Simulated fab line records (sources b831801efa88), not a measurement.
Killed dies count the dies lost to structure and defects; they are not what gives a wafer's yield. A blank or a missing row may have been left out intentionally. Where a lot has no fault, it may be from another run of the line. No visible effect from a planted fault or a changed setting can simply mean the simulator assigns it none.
A single fault, viewed from 2 desks -- flow gf180mcu -- each desk holds nothing but its own numbers, with what lay behind them at the end

== FROM THE METROLOGY DESK ==
What the gauges read for every lot (on any tool): the sampled wafers with a number, averaged. The brackets show how far a lot's mean lies from the usual mean; more than 4 standard deviations puts the lot out of limits, marked OUT.
Columns: A = V5_CVD_00_THK at GF_V5_THK_MEAS_01, usual 300 nm; B = PASSIVATION_CVD_00_THK at GF_PASSIVATION_THK_MEAS_01, usual 1003 nm
lot,first seen here,A,B
L521,day 26 05:25,300,1002
L522,day 26 16:02,303,1003
L524,day 27 08:12,298,1007
L525,day 27 14:55,299,1003
L526,day 27 22:19,299,1011
L527,day 28 03:08,303,1014
L528,day 28 11:40,299,1002
L534,day 30 14:57,302,1151 (+11) OUT
L540,day 31 23:47,302,1025
L542,day 32 10:04,300,993
L543,day 32 14:32,297,1007
This desk's finding: out of limits on L534; first on L534, day 32 05:10 (PASSIVATION_CVD_00_THK at GF_PASSIVATION_THK_MEAS_01). Within limits: L521, L522, L524, L525, L526, L527, L528, L540, L542, L543.

== DESK OF THE TOOL OWNER: pecvd-04 ==
The tool's own readings at GF_PASSIVATION_CVD_00 (deposits SiO2 from TEOS, target thk 1000 nm, time 111.95 s): means of the sampled wafers that have a number, for each lot that ran on this tool. The brackets show how far a lot's mean lies from the usual mean; more than 4 standard deviations puts the lot out of limits, marked OUT.
Columns: A = heater_power_w at GF_PASSIVATION_CVD_00, usual 690 W
lot,first seen here,A
L521,day 28 00:29,553
L524,day 29 03:30,698
L527,day 29 20:41,544
L534,day 32 05:05,660
This desk's verdict: no lot among the 4 shows anything out of limits.

== BROUGHT TOGETHER ==
Metrology desk: alarm possible at day 32 05:10 on L534.
The tool owner's desk saw nothing out of limits.
The tool owner's desk has L534 on record, within its limits.
All the named lots went through GF_PASSIVATION_CVD_00 on pecvd-04.

== WHAT THE SIMULATOR HAD INSERTED ==
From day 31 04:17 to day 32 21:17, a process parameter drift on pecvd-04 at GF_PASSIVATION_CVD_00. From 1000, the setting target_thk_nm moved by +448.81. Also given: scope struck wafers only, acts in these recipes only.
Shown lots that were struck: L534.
Delay in hours, fault start to first out-of-limits reading, per desk: metrology desk 25.
